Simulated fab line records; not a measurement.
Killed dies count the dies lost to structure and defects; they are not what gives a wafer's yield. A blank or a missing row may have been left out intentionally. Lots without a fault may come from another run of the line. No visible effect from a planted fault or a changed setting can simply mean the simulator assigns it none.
Problem report in the 8D (eight disciplines) form, filled by code ; flow sky130 ; the parts of the form that need people (team, actions taken, sign-off) are left out

1. PROBLEM STATEMENT
Mean CAP2M_TIN_RS at SKY_CAP2M_RS_MEAS_03: 8.63 ohm/sq over 9 wafers in 3 lots; fault-free wafers: 6.88 ohm/sq, standard deviation 0.06. Measured from the usual mean, that is +29 standard deviations.
The step: measures by four-point-probe.
First seen on wafer L531.1, day 45 04:22, on film metro-04. At this step, 30 wafers from 10 lots have a number in the record. The rule behind "out" and "out of limits": a value lying over 4 standard deviations away from the usual mean. Any other wafer with a number is counted as sound.

2. WHAT IT IS AND WHAT IT IS NOT
question;is;is not
which readings at this step;CAP2M_TIN_RS;-
which lots;L531, L533, L534;L515, L516, L517, L519, L522, L525, L526
which wafers of those lots;all that have a number;-
read on which gauges;film metro-04;film metro-01, film metro-03
when;from day 45 04:22;up to then (21 sound wafers)

3. WHAT RULES OUT EACH SUSPECT
Counting: a tool at any process step up to the reading remains a suspect when it ran all the lots that are out and ran no sound lot after the first of those.
- ruled out: the gauge at SKY_CAP2M_RS_MEAS_03. All the wafers that are out were read on film metro-04, but those of them that SKY_CAP2M_SPUTTER_02 has rows for are out there too, on other tools.
- rie metal-04 at SKY_METAL3_DESCUM_15 (chemistry O2, time 8 s): kept. All lots that are out passed through it, beginning with L531 at day 44 03:11, and no sound lot followed; its final sound lot before that point was L516 at day 39 23:22.
- pvd sputter-01 at SKY_CAP2M_SPUTTER_02 (material TiN, target thk 200 nm, time 166.7 s): kept. All lots that are out passed through it, beginning with L531 at day 45 04:15, and no sound lot followed; its final sound lot before that point was L526 at day 43 18:58. Its own readings are out on those wafers: cathode dc power W.
Remaining after the count are rie metal-04 at SKY_METAL3_DESCUM_15 and pvd sputter-01 at SKY_CAP2M_SPUTTER_02.

4. THE CAUSE (what the simulator had put in)
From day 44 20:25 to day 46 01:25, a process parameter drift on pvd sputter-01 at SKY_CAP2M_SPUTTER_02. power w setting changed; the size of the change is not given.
Counting left 2 suspects, and this tool is among them.

5. SEQUENCE OF EFFECTS, ordered by route
Rows list readings where the struck wafers' mean (over those with a number) sits beyond 3 standard deviations from the usual. Only readings whose record carries a usual standard deviation are examined. hours: median over the lots of the time between each lot's start at the first step of this table that gives one and its start at this step. sigmas: the change, counted in usual standard deviations.
hours;step;reading;usual;on struck wafers;change;sigmas
0;SKY_CAP2M_SPUTTER_02;cathode dc power W;6500.0 W;5170.3;-1329.7;-99 or more
0;SKY_CAP2M_RS_MEAS_03;CAP2M_TIN_RS;6.88 ohm/sq;8.63;+1.75;+29
0;SKY_CAP2M_THK_MEAS_04;CAP2M_TIN_THK;198.6 nm;159.1;-39.5;-26
21;SKY_CAP2M_METAL_ETCH_13;oes product au;0.944 a.u.;0.831;-0.113;-17
21;SKY_CAP2M_METAL_ETCH_13;throttle valve pct;21.900 %;21.976;+0.076;+8.6
Here are the process steps it includes:
- SKY_CAP2M_SPUTTER_02: material TiN, target thk 200 nm, time 166.7 s.
- SKY_CAP2M_METAL_ETCH_13: etches TiN in Cl2/BCl3, stops on SiO2, target depth 220 nm, time 62.9 s.

6. HOW IT WOULD HAVE BEEN CAUGHT EARLIER
8 hours passed between the start of the fault at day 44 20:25 and the first reading out of limits at a measuring or inspecting step in this record, taken at day 45 04:22.
At SKY_CAP2M_SPUTTER_02, the tool's own readings (cathode dc power W) were out on each struck wafer the step has a row for, so an alarm limit on them would have fired on the first such wafer.
Among the 3 lots that are out, L533, L534 began SKY_CAP2M_SPUTTER_02 on pvd sputter-01 after day 45 04:22. A hold on the tool at that time would have spared those 2.
